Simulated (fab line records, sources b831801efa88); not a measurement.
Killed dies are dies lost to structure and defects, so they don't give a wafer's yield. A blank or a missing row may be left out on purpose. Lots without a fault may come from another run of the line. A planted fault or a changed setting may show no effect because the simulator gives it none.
Which tool did it? | flow sky130 | 14 lots, 42 wafers sampled, at 4 steps of a route of 708

WHAT THE GAUGES READ, wafer by wafer
SKY_VIA1_OVL_MEAS_13.
lot  | measured     | on         | VIA1_OVL (nm)
L673 | day 33 22:24 | overlay-02 | -3 3 1
L674 | day 34 02:27 | overlay-02 | -14 -11 -22
L675 | day 34 12:40 | overlay-01 | -4 4 -4
L684 | day 37 20:37 | overlay-02 | -22
L685 | day 37 20:09 | overlay-02 | -9 -12
L686 | day 38 00:57 | overlay-02 | -7 -3 -4
L687 | day 38 08:46 | overlay-02 | -7 -6 -21
L688 | day 38 16:18 | overlay-02 | -3 -6 -7
L689 | day 38 19:15 | overlay-02 | -15 -13 -12
L691 | day 39 12:33 | overlay-01 | -6 -7 -3
L692 | day 39 22:54 | overlay-01 | 2 0 0
L693 | day 40 06:21 | overlay-02 | -4 -9 -9
L694 | day 40 08:37 | overlay-02 | -5 -8 -11
L695 | day 40 16:12 | overlay-01 | -5 -6 0

WHICH TOOL RAN EACH LOT (tool, then ch and the chambers of the sampled wafers, then the start)
lot  | SKY_FIELD_ISO_ETCH_14             | SKY_FIELD_ISO_ETCH_15             | SKY_FIELD_ISO_STRIP_16
L673 | rie_diel-01 ch 0,2,3, day 2 07:44 | rie_diel-01 ch 0,2,3, day 2 07:47 | plasma_asher-01 ch 0,1, day 2 07:50
L674 | rie_diel-02 ch 1,2, day 2 08:48   | rie_diel-02 ch 1,2, day 2 08:50   | plasma_asher-03 ch 0,1, day 2 08:54
L675 | rie_diel-02 ch 1,2,3, day 2 14:18 | rie_diel-02 ch 1,2,3, day 2 14:20 | plasma_asher-03 ch 0,1, day 2 14:26
L684 | rie_diel-02 ch 2,3, day 4 17:14   | rie_diel-02 ch 2,3, day 4 17:17   | plasma_asher-03 ch 0,1, day 4 17:22
L685 | rie_diel-02 ch 0,1,3, day 4 20:20 | rie_diel-02 ch 0,1,3, day 4 20:23 | plasma_asher-03 ch 0,1, day 4 20:26
L686 | rie_diel-04 ch 2,3, day 5 00:26   | rie_diel-04 ch 2,3, day 5 00:29   | plasma_asher-01 ch 0,1, day 5 00:32
L687 | rie_diel-01 ch 0,3, day 5 06:26   | rie_diel-01 ch 0,3, day 5 06:29   | plasma_asher-04 ch 0,1, day 5 06:34
L688 | rie_diel-04 ch 0,2,3, day 5 12:08 | rie_diel-04 ch 0,2,3, day 5 12:11 | plasma_asher-04 ch 0,1, day 5 12:14
L689 | rie_diel-01 ch 0,1,3, day 5 16:29 | rie_diel-01 ch 0,1,3, day 5 16:32 | plasma_asher-03 ch 0,1, day 5 16:35
L691 | rie_diel-04 ch 0,1,2, day 6 02:50 | rie_diel-04 ch 0,1,2, day 6 02:53 | plasma_asher-04 ch 0,1, day 6 02:56
L692 | rie_diel-04 ch 1,2,3, day 6 07:15 | rie_diel-04 ch 1,2,3, day 6 07:17 | plasma_asher-03 ch 0,1, day 6 07:21
L693 | rie_diel-04 ch 0,3, day 6 12:35   | rie_diel-04 ch 0,3, day 6 12:38   | plasma_asher-03 ch 1, day 6 12:41
L694 | rie_diel-04 ch 1,2, day 6 17:17   | rie_diel-04 ch 1,2, day 6 17:20   | plasma_asher-03 ch 0,1, day 6 17:25
L695 | rie_diel-01 ch 0,2,3, day 6 23:14 | rie_diel-01 ch 0,2,3, day 6 23:17 | plasma_asher-03 ch 0,1, day 6 23:20
- SKY_FIELD_ISO_ETCH_14: etches BARC in N2/H2, stops on SiO2, time 45.9 s, target depth 60 nm.
- SKY_FIELD_ISO_ETCH_15: etches the open film in CHF3/O2, stops on Si, target depth 180 nm, time 72 s.
- SKY_FIELD_ISO_STRIP_16: strips in O2/N2.

WHAT THE TOOLS THEMSELVES READ (means of the sampled wafers that have a number; where no wafer has one, the mark that the record gives instead)
SKY_FIELD_ISO_ETCH_14.
lot  | tool        | drypump_motor_current_A (A) | n2_flow_sccm (sccm) | oes_product_au (a.u.) | run_length_s (s) | throttle_valve_pct (%)
L673 | rie_diel-01 | 5.7                         | 99.8                | 0.855                 | 73.7             | 13.221
L674 | rie_diel-02 | 5.3                         | 99.8                | 0.852                 | 74.1             | 13.212
L675 | rie_diel-02 | 5.1                         | 100.2               | 0.853                 | 74.3             | 13.225
L684 | rie_diel-02 | 4.9                         | 100.0               | 0.941                 | 48.8             | 13.227
L685 | rie_diel-02 | 5.1                         | 100.0               | 0.905                 | 61.6             | 13.232
L686 | rie_diel-04 | 5.7                         | 99.9                | 0.857                 | 73.7             | 13.229
L687 | rie_diel-01 | 5.6                         | 99.6                | 0.853                 | 73.8             | 13.224
L688 | rie_diel-04 | 5.7                         | 99.9                | 0.852                 | 73.9             | 13.225
L689 | rie_diel-01 | 5.7                         | 99.7                | 0.855                 | 74.2             | 13.224
L691 | rie_diel-04 | 5.5                         | 100.3               | 0.855                 | 74.2             | 13.224
L692 | rie_diel-04 | 5.5                         | 99.8                | 0.853                 | 74.1             | 13.216
L693 | rie_diel-04 | 6.1                         | 99.8                | 0.852                 | 73.9             | 13.231
L694 | rie_diel-04 | 5.2                         | 100.1               | 0.853                 | 74.0             | 13.229
L695 | rie_diel-01 | 5.6                         | 100.0               | 0.857                 | 73.7             | 13.227

SKY_FIELD_ISO_ETCH_15.
lot  | tool        | O2_flow_sccm (sccm) | drypump_motor_current_A (A) | oes_product_au (a.u.) | run_length_s (s) | throttle_valve_pct (%)
L673 | rie_diel-01 | 4.990               | 5.6                         | 0.951                 | 100.1            | 8.849
L674 | rie_diel-02 | 5.004               | 5.3                         | 0.949                 | 100.0            | 8.845
L675 | rie_diel-02 | 5.001               | 5.1                         | 0.955                 | 100.5            | 8.851
L684 | rie_diel-02 | 5.004               | 4.9                         | 0.563                 | 100.7            | 8.731
L685 | rie_diel-02 | 4.994               | 5.1                         | 0.761                 | 100.9            | 8.787
L686 | rie_diel-04 | 4.999               | 5.7                         | 0.946                 | 99.7             | 8.836
L687 | rie_diel-01 | 5.015               | 5.6                         | 0.950                 | 99.9             | 8.847
L688 | rie_diel-04 | 5.002               | 5.7                         | 0.948                 | 100.1            | 8.842
L689 | rie_diel-01 | 4.995               | 5.7                         | 0.951                 | 100.1            | 8.840
L691 | rie_diel-04 | 4.996               | 5.6                         | 0.953                 | 100.1            | 8.846
L692 | rie_diel-04 | 5.004               | 5.5                         | 0.955                 | 100.0            | 8.856
L693 | rie_diel-04 | 4.988               | 6.0                         | 0.954                 | 100.2            | 8.840
L694 | rie_diel-04 | 4.993               | 5.2                         | 0.943                 | 99.9             | 8.848
L695 | rie_diel-01 | 4.996               | 5.6                         | 0.947                 | 100.3            | 8.849

SKY_FIELD_ISO_STRIP_16.
lot  | tool            | drypump_motor_current_A (A) | n2_flow_sccm (sccm) | oes_product_au (a.u.) | strip_time_to_endpoint_s (s)
L673 | plasma_asher-01 | 5.4                         | 300.1               | 0.380                 | 3.54
L674 | plasma_asher-03 | 5.7                         | 300.4               | 0.374                 | 3.47
L675 | plasma_asher-03 | 5.7                         | 299.8               | 0.382                 | 3.53
L684 | plasma_asher-03 | 6.0                         | 300.5               | 0.388                 | 3.80
L685 | plasma_asher-03 | 5.7                         | 300.9               | 0.386                 | 3.70
L686 | plasma_asher-01 | 5.3                         | 299.9               | 0.378                 | 3.54
L687 | plasma_asher-04 | 5.5                         | 299.7               | 0.380                 | 3.53
L688 | plasma_asher-04 | 5.5                         | 299.2               | 0.379                 | 3.57
L689 | plasma_asher-03 | 5.7                         | 299.5               | 0.376                 | 3.52
L691 | plasma_asher-04 | 5.7                         | 300.0               | 0.379                 | 3.57
L692 | plasma_asher-03 | 5.7                         | 300.8               | 0.376                 | 3.57
L693 | plasma_asher-03 | 5.4                         | 300.8               | 0.378                 | 3.53
L694 | plasma_asher-03 | 5.7                         | 299.6               | 0.382                 | 3.58
L695 | plasma_asher-03 | 6.0                         | 299.9               | 0.379                 | 3.55

THE ANSWER, worked out from the rows above alone
Rule: what is usual is taken from the lots themselves. Put in order of their means at a reading, lots are off if they are a third of the lots or fewer, leave a main group of 4 or more, and stand apart from it by a gap of 3 or more times the standard deviation of the main group's means; of several such gaps the widest counts. A main group whose means are all the same, to the digits that the tables above print for the reading, isn't used. A lot without any number at a reading at which 4 lots or more have one is off too. The other lots that the step has rows for count as sound. The gauges are gone through in route order, then the tools' own readings, and for those a lot's mean is taken as printed above. The first step at which some lot is off is used, and at that step the reading that is off furthest; a lot without a number counts as furthest.
Off: L684, L685, at SKY_FIELD_ISO_ETCH_14 (run_length_s). The main group: mean 74.0 s, standard deviation 0.21.
A tool fits if, at that step or a process step before it, it ran every lot that is off, and no sound lot after the first of them. One fits: rie_diel-02 at SKY_FIELD_ISO_ETCH_14. Its last sound lot is L675 (day 2 14:18), its first lot that is off L684 (day 4 17:14): a fault that began between those two fits.
The tool's own readings at SKY_FIELD_ISO_ETCH_14 bear it out: on the lots that are off they differ by more than 5 times the standard deviation of the sound lots' means. oes_product_au reads 0.923 a.u. there against 0.854 a.u. on the sound lots; run_length_s reads 55.2 s there against 74.0 s on the sound lots.

WHAT THE SIMULATOR HAD PUT IN
Process parameter drift: rie_diel-02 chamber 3, from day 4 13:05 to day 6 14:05, at SKY_FIELD_ISO_ETCH_14. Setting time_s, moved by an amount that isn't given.
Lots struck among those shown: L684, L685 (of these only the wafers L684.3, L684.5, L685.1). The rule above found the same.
